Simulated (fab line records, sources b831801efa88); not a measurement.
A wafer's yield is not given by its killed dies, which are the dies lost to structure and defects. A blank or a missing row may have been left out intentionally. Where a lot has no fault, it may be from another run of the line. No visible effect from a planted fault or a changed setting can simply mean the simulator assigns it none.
Which tool did it? | flow gf180mcu | Sampling: 14 lots, 41 wafers, 2 of 602 route steps

WHAT THE GAUGES READ, wafer by wafer
GF_V2_BOW_MEAS_05.
lot  | measured     | on           | V2_BOW (um)
L866 | day 19 04:14 | filmMetro-03 | 98 101 93
L867 | day 19 12:22 | filmMetro-03 | 90 104 97
L868 | day 20 01:20 | filmMetro-04 | 92 100 89
L869 | day 20 13:04 | filmMetro-04 | 99 105 95
L870 | day 20 19:13 | filmMetro-01 | 96 94 104
L871 | day 21 08:02 | filmMetro-04 | 92 85 95
L872 | day 21 18:38 | filmMetro-04 | 102 105 98
L874 | day 22 12:23 | filmMetro-01 | 97 88 94
L876 | day 23 06:35 | filmMetro-01 | 94 102 111
L877 | day 23 07:55 | filmMetro-01 | 102 105 96
L878 | day 24 03:10 | filmMetro-04 | 107 103 103
L880 | day 24 12:41 | filmMetro-04 | 105 109
L888 | day 26 19:14 | filmMetro-01 | 102 97 103
L889 | day 27 01:59 | filmMetro-01 | 99 101 89

GF_V2_OVL_MEAS_15.
lot  | measured     | on         | V2_OVL (nm)
L866 | day 20 05:31 | overlay-01 | -14 1 -2
L867 | day 20 12:32 | overlay-02 | -1 -3 1
L868 | day 21 01:08 | overlay-01 | -3 -5 -13
L869 | day 21 12:49 | overlay-01 | -9 -7 1
L870 | day 21 19:22 | overlay-01 | -3 -9 -3
L871 | day 22 07:26 | overlay-01 | 6 1 5
L872 | day 22 18:16 | overlay-02 | 9 0 5
L874 | day 23 12:04 | overlay-02 | -7 1 -8
L876 | day 24 05:13 | overlay-02 | -5 -3 1
L877 | day 24 06:44 | overlay-02 | -3 -5 -2
L878 | day 25 01:02 | overlay-01 | -8 -3 -7
L880 | day 25 10:25 | overlay-01 | 3 4
L888 | day 27 16:25 | overlay-02 | -13 -3 -4
L889 | day 27 22:25 | overlay-01 | -4 0 -16

WHICH TOOL RAN EACH LOT (tool, then ch and the chambers of the sampled wafers, then the start)
The record shows no process step preceding these readings.

WHAT THE TOOLS THEMSELVES READ (means of the sampled wafers that have a number; where no wafer has one, the mark that the record gives instead)
The record holds no such reading with a usual standard deviation.

THE ANSWER, worked out from the rows above alone
Rule: what is usual is taken from the lots themselves. Put in order of their means at a reading, lots are off if they are a third of the lots or fewer, leave a main group of 4 or more, and stand apart from it by a gap of 3 or more times the standard deviation of the main group's means; of several such gaps the widest counts. A main group whose means are all the same, to the digits that the tables above print for the reading, isn't used. Also off: a lot with no number at a reading for which 4 or more lots have one. All remaining lots with rows at the step are treated as sound. First the gauges in route order, then the tools' own readings, where a lot's mean is used as printed above. At the first step where some lot is off, the reading lying furthest off is the one used; lots without a number count as furthest.
None of the lots is off at any reading shown; this tells nothing.

WHAT WAS PUT IN BY THE SIMULATOR
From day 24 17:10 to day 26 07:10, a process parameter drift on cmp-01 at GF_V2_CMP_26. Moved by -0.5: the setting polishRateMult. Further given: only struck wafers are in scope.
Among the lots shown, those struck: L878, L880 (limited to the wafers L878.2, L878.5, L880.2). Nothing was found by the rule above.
